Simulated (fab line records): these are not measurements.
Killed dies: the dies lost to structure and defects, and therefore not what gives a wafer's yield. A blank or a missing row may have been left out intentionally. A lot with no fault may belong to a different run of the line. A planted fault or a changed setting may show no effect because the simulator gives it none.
Matching of chambers / flow gf180mcu / pecvd-03 running GF_V2_CVD_02: 3 sister chambers
The step deposits SiO2 from TEOS, target thk 850 nm, time 94.851 s. 6 wafers are shown with their chamber, then 11 later ones without.

WAFERS PAIRED WITH THEIR CHAMBERS
wafer=L082.6; chamber=2; heater power w (W)=732; susceptor temp C (C)=399.94
wafer=L087.4; chamber=1; heater power w (W)=655; susceptor temp C (C)=400.02
wafer=L088.3; chamber=2; heater power w (W)=755; susceptor temp C (C)=400.37
wafer=L088.4; chamber=0; heater power w (W)=619; susceptor temp C (C)=399.95
wafer=L088.5; chamber=1; heater power w (W)=686; susceptor temp C (C)=399.86
wafer=L093.2; chamber=0; heater power w (W)=641; susceptor temp C (C)=399.94

WAFERS WITHOUT THEIR CHAMBER
wafer=L093.3; heater power w (W)=627; susceptor temp C (C)=399.79
wafer=L093.4; heater power w (W)=500; susceptor temp C (C)=399.99
wafer=L094.2; heater power w (W)=629; susceptor temp C (C)=399.89
wafer=L094.5; heater power w (W)=620; susceptor temp C (C)=400.05
wafer=L094.6; heater power w (W)=510; susceptor temp C (C)=399.99
wafer=L095.2; heater power w (W)=670; susceptor temp C (C)=400.03
wafer=L095.5; heater power w (W)=600; susceptor temp C (C)=399.96
wafer=L095.6; heater power w (W)=711; susceptor temp C (C)=400.08
wafer=L096.1; heater power w (W)=583; susceptor temp C (C)=399.70
wafer=L096.3; heater power w (W)=584; susceptor temp C (C)=399.97
wafer=L096.5; heater power w (W)=624; susceptor temp C (C)=400.03

CHAMBER TAKEN BY EACH
wafer=L093.3; from the rows above=can't be placed: 0 or 1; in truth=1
wafer=L093.4; from the rows above=0; in truth=0
wafer=L094.2; from the rows above=0; in truth=0
wafer=L094.5; from the rows above=0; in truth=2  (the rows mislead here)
wafer=L094.6; from the rows above=0; in truth=0
wafer=L095.2; from the rows above=can't be placed: 1 or 0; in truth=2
wafer=L095.5; from the rows above=0; in truth=0
wafer=L095.6; from the rows above=can't be placed: 2 or 1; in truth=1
wafer=L096.1; from the rows above=0; in truth=0
wafer=L096.3; from the rows above=0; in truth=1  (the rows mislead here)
wafer=L096.5; from the rows above=0; in truth=0
6 of 11 placed correctly. Not placeable from these rows: 3 (in 2, the candidates include the true chamber). 2 placed wrongly.
How it was worked out, from the rows above alone: a wafer's distance from a chamber is the root of the sum, over the readings, of the square of ((its reading less the chamber's mean) divided by the reading's scatter). If the next closest chamber is less than 2 further off than the closest, the wafer can't be placed; otherwise it belongs to the closest. Each chamber's mean is taken over the wafers shown for it. The scatter: take each reading less its chamber's mean, square it, sum over the shown wafers, divide by the number of wafers less the number of chambers, and take the root.
